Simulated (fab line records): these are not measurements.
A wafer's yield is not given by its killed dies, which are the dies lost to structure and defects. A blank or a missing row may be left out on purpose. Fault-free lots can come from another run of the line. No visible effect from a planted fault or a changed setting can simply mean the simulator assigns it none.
The tool behind it: which one?    flow sky130    Sampling: 13 lots, 39 wafers, 3 of 708 route steps

== WHAT THE GAUGES SHOWED, per wafer ==
SKY_POLY_GATE_THK_MEAS_04.
lot   measured      on             POLY_GATE_CVD_03_THK (nm)
L604  day 15 23:56  film-metro-02  75.1 75.3 76.1
L607  day 16 20:19  film-metro-01  75.1 74.3 74.9
L608  day 17 03:04  film-metro-02  75.5 74.5 76.2
L609  day 17 11:07  film-metro-02  75.3 74.5 75.2
L610  day 17 16:25  film-metro-01  75.3 75.2 75.6
L611  day 18 08:44  film-metro-02  75.2 75.1 76.0
L612  day 18 10:05  film-metro-02  74.7 75.4 75.1
L613  day 18 18:52  film-metro-02  74.6 75.4 75.3
L615  day 19 18:21  film-metro-02  73.5 74.1 74.9
L618  day 20 21:56  film-metro-01  73.6 73.6 73.8
L619  day 21 02:52  film-metro-03  75.1 75.4 74.7
L620  day 21 15:10  film-metro-01  74.7 74.3 74.0
L627  day 23 19:25  film-metro-03  73.6 73.4 73.0

SKY_POLY_GATE_CD_MEAS_22.
lot   measured      on         cd-nm (nm)
L604  day 17 06:10  cd-sem-02  148.7 148.4 148.9
L607  day 18 04:40  cd-sem-02  151.7 151.7 151.2
L608  day 18 13:34  cd-sem-02  148.8 149.6 148.3
L609  day 18 21:36  cd-sem-02  147.3 148.8 148.1
L610  day 19 02:46  cd-sem-02  149.5 151.9 151.8
L611  day 19 17:54  cd-sem-01  148.5 149.6 148.9
L612  day 19 18:37  cd-sem-02  149.6 147.0 146.0
L613  day 20 03:29  cd-sem-02  148.6 149.6 150.8
L615  day 21 03:13  cd-sem-02  149.2 153.7 150.9
L618  day 22 06:46  cd-sem-01  145.7 148.1 148.5
L619  day 22 12:25  cd-sem-02  149.6 149.4 149.1
L620  day 22 23:46  cd-sem-01  149.4 151.2 148.1
L627  day 25 04:25  cd-sem-01  149.6 148.9 148.3

== WHICH TOOL RAN EACH LOT (tool, then ch and the chambers of the sampled wafers, then the start) ==
lot   SKY_FIELD_ISO_CMP_27
L604  cmp-01 ch 1,2,3, day 2 11:56
L607  cmp-01 ch 0,1,2, day 3 03:48
L608  cmp-01 ch 0,1,3, day 3 07:12
L609  cmp-02 ch 0,1,2, day 3 12:40
L610  cmp-01 ch 1,2,3, day 3 17:08
L611  cmp-01 ch 0,1,3, day 4 02:08
L612  cmp-01 ch 0,2,3, day 4 04:22
L613  cmp-02 ch 0,1,3, day 4 10:10
L615  cmp-01 ch 0,3, day 4 22:32
L618  cmp-01 ch 0,1,2, day 5 12:50
L619  cmp-02 ch 0,1,2, day 5 18:59
L620  cmp-01 ch 1,2,3, day 5 21:44
L627  cmp-02 ch 1,2, day 7 14:08
- SKY_FIELD_ISO_CMP_27: polishes, stops on Si3N4, t overpolish 16 s, target thk 457.8 nm.

== WHAT THE TOOLS THEMSELVES READ (means of the sampled wafers that have a number; where no wafer has one, the mark that the record gives instead) ==
SKY_FIELD_ISO_CMP_27.
lot   tool    motor-current-A (A)  overpolish-run-s (s)  time-to-endpoint-s (s)
L604  cmp-01  11.7                 16.003                113
L607  cmp-01  12.0                 15.994                112
L608  cmp-01  11.3                 16.007                112
L609  cmp-02  12.3                 16.006                120
L610  cmp-01  11.7                 16.000                107
L611  cmp-01  11.0                 15.994                113
L612  cmp-01  11.6                 15.989                111
L613  cmp-02  12.4                 16.010                112
L615  cmp-01  11.3                 15.999                115
L618  cmp-01  11.8                 15.992                114
L619  cmp-02  12.4                 16.001                114
L620  cmp-01  11.9                 15.990                112
L627  cmp-02  13.3                 15.997                115

== THE ANSWER, worked out from the rows above alone ==
Rule: the usual values come from the lots themselves. The widest of any qualifying gaps counts: lots, ordered by their means at a reading, are off when they make up no more than a third of the lots, leave a main group of 4 or more, and stand apart from it by 3 or more times the standard deviation of that group's means. A main group whose means are all the same, to the digits that the tables above print for the reading, isn't used. A lot without any number at a reading at which 4 lots or more have one is off too. Where the step has rows for the other lots, those lots are counted as sound. After the gauges, taken in route order, come the tools' own readings; for these a lot's mean is taken, as printed above. At the first step where some lot is off, the reading lying furthest off is the one used; lots without a number count as furthest.
No lot is off at any reading shown: from this, nothing can be told.

== WHAT THE SIMULATOR PUT IN ==
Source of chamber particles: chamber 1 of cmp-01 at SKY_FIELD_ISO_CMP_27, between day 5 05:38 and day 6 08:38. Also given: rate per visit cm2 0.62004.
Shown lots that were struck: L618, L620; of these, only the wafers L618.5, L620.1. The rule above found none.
